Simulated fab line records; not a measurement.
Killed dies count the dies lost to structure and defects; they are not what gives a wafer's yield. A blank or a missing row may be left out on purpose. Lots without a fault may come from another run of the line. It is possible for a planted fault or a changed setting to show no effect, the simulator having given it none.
Matching of chambers | flow gf180mcu | GF_CONTACT_CMP_27 on cmp-02: 4 sister chambers
The step polishes, stops on SiO2, t overpolish 15 s, target thk 0 nm. 4 wafers are shown with their chamber, then 7 later ones without.

EACH WAFER AND ITS CHAMBER
wafer  | chamber | motorCurrentA (A)
L218.5 | 2       | 11.2
L227.6 | 0       | 10.5
L229.1 | 3       | 13.0
L229.3 | 1       | 10.5

WAFERS WHOSE CHAMBER IS MISSING
wafer  | motorCurrentA (A)
L229.4 | 11.1
L230.1 | 13.2
L230.4 | 11.6
L230.5 | 10.9
L233.2 | 10.5
L233.3 | 12.4
L233.4 | 11.0

CHAMBER TAKEN BY EACH
wafer  | from the rows above          | in truth
L229.4 | can't be placed: 2 or 0 or 1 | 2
L230.1 | 3                            | 3
L230.4 | 2                            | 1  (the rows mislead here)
L230.5 | can't be placed: 2 or 0 or 1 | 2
L233.2 | can't be placed: 0 or 1      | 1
L233.3 | can't be placed: 3 or 2      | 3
L233.4 | can't be placed: 2 or 0 or 1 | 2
Correct placement for 1 of the 7. These rows do not allow placing 5 (true chamber among the candidates in 5). Placed wrongly: 1.
How it was worked out, from the rows above alone: a wafer's distance from a chamber is the root of the sum, over the readings, of the square of ((its reading less the chamber's mean) divided by the reading's scatter). If the next closest chamber is less than 2 further off than the closest, the wafer can't be placed; otherwise it belongs to the closest. Each chamber's mean is taken over the wafers shown for it. The scatter (one wafer shown for each chamber): square how far every hidden wafer sits from the nearest shown wafer, average those squares and take the square root.
